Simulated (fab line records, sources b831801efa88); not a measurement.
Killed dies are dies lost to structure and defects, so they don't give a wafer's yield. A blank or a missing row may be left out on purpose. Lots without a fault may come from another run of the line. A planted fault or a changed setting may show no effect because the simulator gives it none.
Chamber matching | flow gf180mcu | GF_V3_CVD_02 on pecvd-01: 3 sister chambers
The step deposits SiO2 from TEOS, target thk 850 nm, time 94.851 s. 3 wafers are shown with their chamber, then 12 later ones without.

WAFERS WITH THEIR CHAMBER
wafer  | chamber | heater_power_w (W)
L092.1 | 1       | 662
L092.2 | 2       | 814
L092.3 | 0       | 793

WAFERS WITHOUT THEIR CHAMBER
wafer  | heater_power_w (W)
L092.4 | 621
L092.5 | 840
L092.6 | 704
L094.1 | 754
L094.2 | 724
L094.4 | 805
L096.3 | 635
L096.4 | 692
L096.5 | 607
L097.1 | 809
L097.5 | 742
L097.6 | 872

WHICH CHAMBER EACH WENT THROUGH
wafer  | from the rows above          | in truth
L092.4 | 1                            | 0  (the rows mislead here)
L092.5 | can't be placed: 2 or 0      | 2
L092.6 | can't be placed: 1 or 0 or 2 | 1
L094.1 | can't be placed: 0 or 2 or 1 | 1
L094.2 | can't be placed: 1 or 0 or 2 | 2
L094.4 | can't be placed: 2 or 0      | 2
L096.3 | 1                            | 1
L096.4 | can't be placed: 1 or 0      | 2
L096.5 | 1                            | 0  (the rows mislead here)
L097.1 | can't be placed: 2 or 0      | 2
L097.5 | can't be placed: 0 or 2 or 1 | 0
L097.6 | can't be placed: 2 or 0      | 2
Placed correctly: 1 of 12. Can't be placed from these rows: 9 (the true chamber is among the candidates in 8). Placed wrongly: 2.
How it was worked out, from the rows above alone: a wafer's distance from a chamber is the root of the sum, over the readings, of the square of ((its reading less the chamber's mean) divided by the reading's scatter). The wafer belongs to the nearest chamber; if the next one is less than 2 further off, it can't be placed. A chamber's mean is the mean of its shown wafers. The scatter: with one shown wafer a chamber, the root of the mean of the squares of how far each hidden wafer lies from its nearest shown one.
